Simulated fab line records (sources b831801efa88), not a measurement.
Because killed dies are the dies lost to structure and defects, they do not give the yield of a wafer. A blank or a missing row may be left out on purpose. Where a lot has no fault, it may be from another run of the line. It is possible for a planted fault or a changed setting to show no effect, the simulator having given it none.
Which tool did it? | flow gf180mcu | 6 lots with 18 wafers sampled at 5 steps, on a route of 602 steps

WHAT THE GAUGES READ, wafer by wafer
GF_V1_BOW_MEAS_05.
lot  | measured     | on            | V1_BOW (um)
L146 | day 17 19:10 | film-metro-04 | 94 72 78
L149 | day 19 00:49 | film-metro-04 | 69 80 84
L153 | day 20 15:40 | film-metro-02 | 83 74 73
L158 | day 22 04:10 | film-metro-03 | 90 80 75 - - -
L165 | day 24 15:18 | film-metro-02 | 83 88 83
L167 | day 25 02:37 | film-metro-04 | 96 79 105

WHICH TOOL RAN EACH LOT (tool, then ch and the chambers of the sampled wafers, then the start)
lot  | GF_CONTACT_SPUTTER_22        | GF_M1_SPUTTER_03             | GF_M1_SPUTTER_04             | GF_V1_CMP_04
L146 | pvd-sputter-04, day 16 17:43 | pvd-sputter-04, day 16 18:34 | pvd-sputter-04, day 16 18:35 | cmp-01 ch 1,2,3, day 17 18:57
L149 | pvd-sputter-01, day 17 23:10 | pvd-sputter-02, day 18 00:00 | pvd-sputter-02, day 18 00:01 | cmp-02 ch 0,1,2, day 19 00:36
L153 | pvd-sputter-01, day 19 12:52 | pvd-sputter-02, day 19 13:42 | pvd-sputter-02, day 19 13:43 | cmp-01 ch 0,1,2, day 20 15:22
L158 | pvd-sputter-04, day 21 02:52 | pvd-sputter-01, day 21 03:42 | pvd-sputter-01, day 21 03:43 | cmp-02 ch 0,1, day 22 03:52
L165 | pvd-sputter-04, day 23 14:06 | pvd-sputter-01, day 23 15:12 | pvd-sputter-01, day 23 15:13 | cmp-02 ch 2,3, day 24 15:02
L167 | pvd-sputter-01, day 24 02:22 | pvd-sputter-02, day 24 03:12 | pvd-sputter-02, day 24 03:13 | cmp-02 ch 1,2, day 25 02:18
- GF_CONTACT_SPUTTER_22: material Ti, target thk 15 nm, time 78.18 s.
- GF_M1_SPUTTER_03: material Ti, target thk 10 nm, time 6.7 s.
- GF_M1_SPUTTER_04: material TiN, target thk 50 nm, time 41.7 s.
- GF_V1_CMP_04: polishes SiO2.

THE ANSWER, worked out from the rows above alone
Rule: the usual values come from the lots themselves. Put in order of their means at a reading, lots are off if they are a third of the lots or fewer, leave a main group of 4 or more, and stand apart from it by a gap of 3 or more times the standard deviation of the main group's means; of several such gaps the widest counts. A main group whose means are all the same, to the digits that the tables above print for the reading, isn't used. A lot without any number at a reading at which 4 lots or more have one is off too. The other lots that the step has rows for count as sound.
None of the lots is off at any reading shown; this tells nothing.

WHAT THE SIMULATOR PUT IN
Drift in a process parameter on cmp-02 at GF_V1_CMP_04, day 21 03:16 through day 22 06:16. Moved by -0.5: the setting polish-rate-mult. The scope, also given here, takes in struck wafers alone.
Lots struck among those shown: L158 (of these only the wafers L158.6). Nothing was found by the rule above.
